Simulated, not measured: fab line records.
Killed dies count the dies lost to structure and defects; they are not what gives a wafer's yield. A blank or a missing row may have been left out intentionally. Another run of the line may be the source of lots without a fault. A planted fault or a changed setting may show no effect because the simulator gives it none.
What tool caused it? | flow gf180mcu | Sampling: 13 lots, 39 wafers, 6 of 602 route steps

## WHAT EACH GAUGE READ, for each wafer
GF_HV_LDD_TW_MEAS_11.
lot  | measured     | on           | HV_LDD_TW
L561 | day 10 03:53 | filmMetro-03 | 2357 2341 2349
L564 | day 11 02:04 | filmMetro-01 | 2406 2405 2409
L566 | day 11 21:44 | filmMetro-01 | 2408 2420 2415
L567 | day 12 12:01 | filmMetro-03 | 2345 2340 2347
L569 | day 13 07:24 | filmMetro-04 | 2387 2398 2409
L570 | day 13 19:04 | filmMetro-01 | 2405 2406 2407
L572 | day 14 02:30 | filmMetro-01 | 2409 2407 2416
L571 | day 14 02:48 | filmMetro-04 | 2401 2391 2407
L574 | day 14 06:31 | filmMetro-01 | 2407 2409 2403
L573 | day 14 08:15 | filmMetro-04 | 2410 2404 2407
L575 | day 15 00:34 | filmMetro-01 | 2479 2471 2480
L578 | day 15 14:35 | filmMetro-03 | 2432 2443 2438
L583 | day 17 02:46 | filmMetro-01 | 2402 2406 2395

GF_HV_LDD_RS_MEAS_53: measurement is done with a four-point probe.
lot  | measured     | on           | HV_LDD_RS (ohm/sq)
L561 | day 12 13:26 | filmMetro-01 | 418.9 417.8 419.3
L564 | day 13 12:20 | filmMetro-04 | 419.0 418.4 418.1
L566 | day 14 10:41 | filmMetro-01 | 418.8 418.5 418.3
L567 | day 15 01:53 | filmMetro-01 | 417.0 417.3 418.6
L569 | day 16 00:38 | filmMetro-01 | 419.2 418.9 419.5
L570 | day 16 12:49 | filmMetro-03 | 418.9 418.9 419.7
L572 | day 16 20:17 | filmMetro-03 | 418.5 419.2 417.8
L571 | day 16 22:05 | filmMetro-04 | 417.5 418.1 417.6
L574 | day 17 00:14 | filmMetro-01 | 418.8 418.7 418.8
L573 | day 17 02:38 | filmMetro-04 | 417.4 418.3 417.9
L575 | day 17 19:24 | filmMetro-01 | 398.0 397.0 398.2
L578 | day 18 10:44 | filmMetro-03 | 398.8 398.7 399.5
L583 | day 20 01:27 | filmMetro-01 | 419.8 419.6 418.4

GF_CONTACT_CD_MEAS_14 targets a cd of 220 nm.
lot  | measured     | on       | cdNm (nm)
L561 | day 16 07:23 | cdSem-01 | 218.7 218.9 219.4
L564 | day 17 08:16 | cdSem-02 | 219.4 218.4 218.9
L566 | day 18 09:41 | cdSem-02 | 220.4 219.8 221.0
L567 | day 19 00:40 | cdSem-02 | 220.7 220.6 220.0
L569 | day 20 02:01 | cdSem-02 | 219.5 219.1 218.2
L570 | day 20 16:38 | cdSem-01 | 217.4 217.3 218.8
L572 | day 20 21:55 | cdSem-02 | 220.5 219.5 221.2
L571 | day 21 01:17 | cdSem-01 | 218.1 220.1 218.4
L574 | day 21 03:56 | cdSem-02 | 219.6 219.2 219.5
L573 | day 21 06:07 | cdSem-02 | 219.3 217.8 219.4
L575 | day 21 22:26 | cdSem-01 | 221.4 220.8 221.1
L578 | day 22 14:37 | cdSem-02 | 219.0 219.7 219.0
L583 | day 24 04:35 | cdSem-02 | 218.8 218.1 216.9

GF_V2_OVL_MEAS_15.
lot  | measured     | on         | V2_OVL (nm)
L561 | day 20 10:11 | overlay-02 | 10 7 13
L564 | day 21 12:25 | overlay-02 | 8 11 7
L566 | day 22 14:22 | overlay-01 | 6 3 -1
L567 | day 23 05:30 | overlay-01 | 2 2 -2
L569 | day 24 06:32 | overlay-01 | 11 10 17
L570 | day 24 18:43 | overlay-02 | 2 -4 -3
L572 | day 25 00:14 | overlay-01 | 1 -2 -6
L571 | day 25 02:41 | overlay-01 | 7 0 0
L574 | day 25 05:58 | overlay-01 | 6 8 4
L573 | day 25 08:05 | overlay-02 | 0 0 7
L575 | day 25 22:30 | overlay-01 | 7 5 4
L578 | day 26 13:16 | overlay-02 | 2 2 10
L583 | day 27 23:46 | overlay-01 | -4 -3 -9

## WHAT TOOL EACH LOT RAN ON (gives the tool, then ch and the chambers of the sampled wafers, and finally the start)
lot  | GF_HV_LDD_IMPLANT_09            | GF_CONTACT_SPUTTER_23
L561 | implanter-03 ch 0, day 10 03:38 | pvdSputter-04, day 16 08:03
L564 | implanter-03 ch 0, day 11 01:50 | pvdSputter-03, day 17 08:56
L566 | implanter-03 ch 0, day 11 21:29 | pvdSputter-04, day 18 10:28
L567 | implanter-02 ch 0, day 12 11:47 | pvdSputter-04, day 19 01:26
L569 | implanter-02 ch 0, day 13 07:09 | pvdSputter-02, day 20 02:49
L570 | implanter-01 ch 0, day 13 18:51 | pvdSputter-03, day 20 17:16
L572 | implanter-03 ch 0, day 14 02:15 | pvdSputter-04, day 20 22:37
L571 | implanter-02 ch 0, day 14 02:33 | pvdSputter-02, day 21 01:59
L574 | implanter-03 ch 0, day 14 06:17 | pvdSputter-04, day 21 04:37
L573 | implanter-02 ch 0, day 14 08:00 | pvdSputter-04, day 21 06:49
L575 | implanter-02 ch 0, day 15 00:20 | pvdSputter-04, day 21 23:06
L578 | implanter-02 ch 0, day 15 14:20 | pvdSputter-03, day 22 15:19
L583 | implanter-01 ch 0, day 17 02:32 | pvdSputter-04, day 24 05:16
- GF_HV_LDD_IMPLANT_09
- GF_CONTACT_SPUTTER_23: material TiN, target thk 10 nm, time 40 s.

## AS READ BY THE TOOLS THEMSELVES (means over the sampled wafers that have a number; for cases with no such wafer, the mark the record gives instead)
GF_HV_LDD_IMPLANT_09.
lot  | tool         | beamEnergyKeV | beamOnS (s) | doseIonsCm2 | faradayCurrentUA
L561 | implanter-03 | 40.018        | 10.03       | 9.9937e+13  | 564
L564 | implanter-03 | 39.995        | 10.07       | 1.0007e+14  | 560
L566 | implanter-03 | 40.007        | 10.03       | 9.9950e+13  | 562
L567 | implanter-02 | 40.005        | 10.05       | 9.9930e+13  | 561
L569 | implanter-02 | 39.990        | 9.99        | 1.0003e+14  | 565
L570 | implanter-01 | 40.011        | 10.05       | 9.9977e+13  | 560
L572 | implanter-03 | 40.005        | 10.08       | 1.0005e+14  | 560
L571 | implanter-02 | 40.013        | 9.99        | 9.9940e+13  | 563
L574 | implanter-03 | 40.001        | 10.17       | 9.9943e+13  | 555
L573 | implanter-02 | 39.998        | 9.87        | 1.0013e+14  | 571
L575 | implanter-02 | 39.982        | 10.01       | 1.1196e+14  | 630
L578 | implanter-02 | 39.998        | 9.92        | 1.1205e+14  | 634
L583 | implanter-01 | 40.010        | 9.92        | 1.0001e+14  | 567

GF_CONTACT_SPUTTER_23.
lot  | tool          | throttleValvePct (%)
L561 | pvdSputter-04 | 31.1
L564 | pvdSputter-03 | 30.3
L566 | pvdSputter-04 | 31.2
L567 | pvdSputter-04 | 31.0
L569 | pvdSputter-02 | 29.6
L570 | pvdSputter-03 | 29.8
L572 | pvdSputter-04 | 30.2
L571 | pvdSputter-02 | 29.2
L574 | pvdSputter-04 | 30.9
L573 | pvdSputter-04 | 30.2
L575 | pvdSputter-04 | 30.3
L578 | pvdSputter-03 | 29.9
L583 | pvdSputter-04 | 30.8

## THE ANSWER, worked out from the rows above alone
Rule: what is usual is taken from the lots themselves. Put in order of their means at a reading, lots are off if they are a third of the lots or fewer, leave a main group of 4 or more, and stand apart from it by a gap of 3 or more times the standard deviation of the main group's means; of several such gaps the widest counts. If all means in a main group match to the digits the tables above print for the reading, that group is not used. Also off: a lot with no number at a reading for which 4 or more lots have one. Any other lot the step has rows for is counted as sound. The gauges are gone through in route order, then the tools' own readings, and for those a lot's mean is taken as printed above. The first step at which some lot is off is used, and at that step the reading that is off furthest; a lot without a number counts as furthest.
Off: L575, L578, at GF_HV_LDD_RS_MEAS_53 (HV_LDD_RS). Mean 418.5 ohm/sq and standard deviation 0.55 in the main group.
A tool fits if, at a process step before that reading, it ran every lot that is off, and no sound lot after the first of them. Not tried: the gauges at GF_HV_LDD_RS_MEAS_53; whatever is off there is also off at GF_HV_LDD_IMPLANT_09, on other tools, and gauge error can't account for it. One fits: implanter-02 at GF_HV_LDD_IMPLANT_09. A fault onset in the window from L573 (day 14 08:00, its last sound lot) to L575 (day 15 00:20, its first lot off) fits.
The tool's own readings at GF_HV_LDD_IMPLANT_09 bear it out: on the lots that are off they differ by more than 5 times the standard deviation of the sound lots' means. doseIonsCm2 reads 1.1200e+14 there against 9.9997e+13 on the sound lots; faradayCurrentUA reads 632 there against 563 on the sound lots.

## WHAT THE SIMULATOR PUT IN
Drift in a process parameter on implanter-02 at GF_HV_LDD_IMPLANT_09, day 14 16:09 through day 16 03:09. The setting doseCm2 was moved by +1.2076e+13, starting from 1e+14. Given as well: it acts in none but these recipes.
Shown lots that were struck: L575, L578. The same result came from the rule above.
